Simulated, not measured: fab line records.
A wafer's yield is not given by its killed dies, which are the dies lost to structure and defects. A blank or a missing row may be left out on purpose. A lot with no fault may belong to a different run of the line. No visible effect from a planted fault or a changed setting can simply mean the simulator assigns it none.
Which of the tools did it? || flow sfq_line || route of 325 steps, sampled at 1 step: 16 lots, 48 wafers

## WHAT THE GAUGES SHOWED, per wafer
SFQ_L0_THK_MEAS_902: measures by xrf. Usual: for L0_MONX_KI_THK the level is 40.3 nm and the standard deviation is 0.49.
{"lot": "L426", "measured": "day 1 12:43", "on": "film_metro-04", "L0_MONX_KI_THK (nm)": "40.6 40.6 40.9", "flag": ""}
{"lot": "L427", "measured": "day 1 17:41", "on": "film_metro-04", "L0_MONX_KI_THK (nm)": "41.1 40.8 40.0", "flag": ""}
{"lot": "L428", "measured": "day 1 22:41", "on": "film_metro-01", "L0_MONX_KI_THK (nm)": "40.0 41.0 40.3", "flag": ""}
{"lot": "L429", "measured": "day 2 03:41", "on": "film_metro-01", "L0_MONX_KI_THK (nm)": "39.7 39.3 39.7", "flag": ""}
{"lot": "L431", "measured": "day 2 13:42", "on": "film_metro-01", "L0_MONX_KI_THK (nm)": "40.2 39.6 41.2", "flag": ""}
{"lot": "L432", "measured": "day 2 18:41", "on": "film_metro-01", "L0_MONX_KI_THK (nm)": "40.3 40.1 40.6", "flag": ""}
{"lot": "L433", "measured": "day 2 23:41", "on": "film_metro-01", "L0_MONX_KI_THK (nm)": "40.4 41.0 40.8", "flag": ""}
{"lot": "L435", "measured": "day 3 09:41", "on": "film_metro-04", "L0_MONX_KI_THK (nm)": "40.8 40.4 40.8", "flag": ""}
{"lot": "L436", "measured": "day 3 14:41", "on": "film_metro-02", "L0_MONX_KI_THK (nm)": "41.3 41.0 41.1", "flag": ""}
{"lot": "L437", "measured": "day 3 19:41", "on": "film_metro-01", "L0_MONX_KI_THK (nm)": "40.8 41.1 40.8", "flag": ""}
{"lot": "L440", "measured": "day 4 10:42", "on": "film_metro-01", "L0_MONX_KI_THK (nm)": "39.9 40.1 40.5", "flag": ""}
{"lot": "L442", "measured": "day 4 20:41", "on": "film_metro-01", "L0_MONX_KI_THK (nm)": "41.0 40.0 40.1", "flag": ""}
{"lot": "L443", "measured": "day 5 01:41", "on": "film_metro-01", "L0_MONX_KI_THK (nm)": "40.0 40.1 39.7", "flag": ""}
{"lot": "L444", "measured": "day 5 06:41", "on": "film_metro-02", "L0_MONX_KI_THK (nm)": "39.4 39.9 39.9", "flag": ""}
{"lot": "L445", "measured": "day 5 11:42", "on": "film_metro-04", "L0_MONX_KI_THK (nm)": "39.2 39.4 39.7", "flag": ""}
{"lot": "L449", "measured": "day 6 07:41", "on": "film_metro-04", "L0_MONX_KI_THK (nm)": "40.2 40.1 40.2", "flag": ""}

## WHICH TOOL RAN EACH LOT (tool, then ch and the chambers of the sampled wafers, then the start)
Before these readings, the record contains no process step.

## WHAT THE TOOLS THEMSELVES READ (means of the sampled wafers that have a number; where no wafer has one, the mark that the record gives instead)
The record holds no such reading with a usual standard deviation.

## THE ANSWER, worked out from the rows above alone
Rule: a lot counts as off when the mean over its wafers that have a number is more than 3 standard deviations away from the usual mean. Also off: a lot with no number at a reading for which 4 or more lots have one. All remaining lots with rows at the step are treated as sound. The gauges are gone through in route order, then the tools' own readings, and for those a lot's mean is taken as printed above. The first step at which some lot is off is used, and at that step the reading that is off furthest; a lot without a number counts as furthest.
Nothing can be told from this: no lot is off at any reading shown.

## WHAT WAS PUT IN BY THE SIMULATOR
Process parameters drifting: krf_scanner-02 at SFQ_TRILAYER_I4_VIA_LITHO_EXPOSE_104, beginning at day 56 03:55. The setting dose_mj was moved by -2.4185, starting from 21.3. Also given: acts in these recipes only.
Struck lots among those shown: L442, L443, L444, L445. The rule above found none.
